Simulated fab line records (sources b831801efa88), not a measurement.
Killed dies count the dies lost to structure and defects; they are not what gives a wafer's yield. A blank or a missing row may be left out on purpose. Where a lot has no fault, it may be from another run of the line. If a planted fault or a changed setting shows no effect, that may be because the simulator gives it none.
Which tool is to blame?	flow sky130	11 lots (33 wafers sampled), 1 step of a 708-step route

== WHAT THE GAUGES READ, wafer by wafer ==
SKY_SONOS_ONO_OVL_MEAS_14. Usual: SONOS_ONO_OVL typically reads 0.4 nm, with standard deviation 1.4.
lot	measured	on	SONOS_ONO_OVL (nm)	flag
L951	day 12 20:38	overlay-01	1.1 4.2 1.3	
L952	day 13 05:20	overlay-02	1.5 1.6 2.8	
L955	day 14 00:07	overlay-02	1.2 -0.6 1.3	
L957	day 15 10:43	overlay-02	1.8 0.7 2.1	
L958	day 16 12:14	overlay-01	-1.0 -2.5 -0.3	
L961	day 16 22:58	overlay-02	1.9 1.7 1.7	
L960	day 16 23:08	overlay-01	-1.1 -0.2 -0.7	
L962	day 17 00:40	overlay-02	1.3 0.6 2.8	
L971	day 19 20:55	overlay-02	1.6 1.8 1.1	
L970	day 19 21:12	overlay-01	2.7 0.6 -0.7	
L973	day 20 09:26	overlay-01	0.9 0.9 1.3	

== WHICH TOOL RAN EACH LOT (tool, then ch and the chambers of the sampled wafers, then the start) ==
There is no process step in the record ahead of these readings.

== WHAT THE TOOLS THEMSELVES READ (means of the sampled wafers that have a number; where no wafer has one, the mark that the record gives instead) ==
The record holds no such reading with a usual standard deviation.

== THE ANSWER, worked out from the rows above alone ==
Rule: take the mean of a lot's wafers that have a number; if it is more than 3 standard deviations from the usual mean, the lot is off. A lot without any number at a reading at which 4 lots or more have one is off too. Where the step has rows for the other lots, those lots are counted as sound. The gauges are gone through in route order, then the tools' own readings, and for those a lot's mean is taken as printed above. At the first step where some lot is off, the reading lying furthest off is the one used; lots without a number count as furthest.
None of the lots is off at any reading shown; this tells nothing.

== WHAT THE SIMULATOR HAD PUT IN ==
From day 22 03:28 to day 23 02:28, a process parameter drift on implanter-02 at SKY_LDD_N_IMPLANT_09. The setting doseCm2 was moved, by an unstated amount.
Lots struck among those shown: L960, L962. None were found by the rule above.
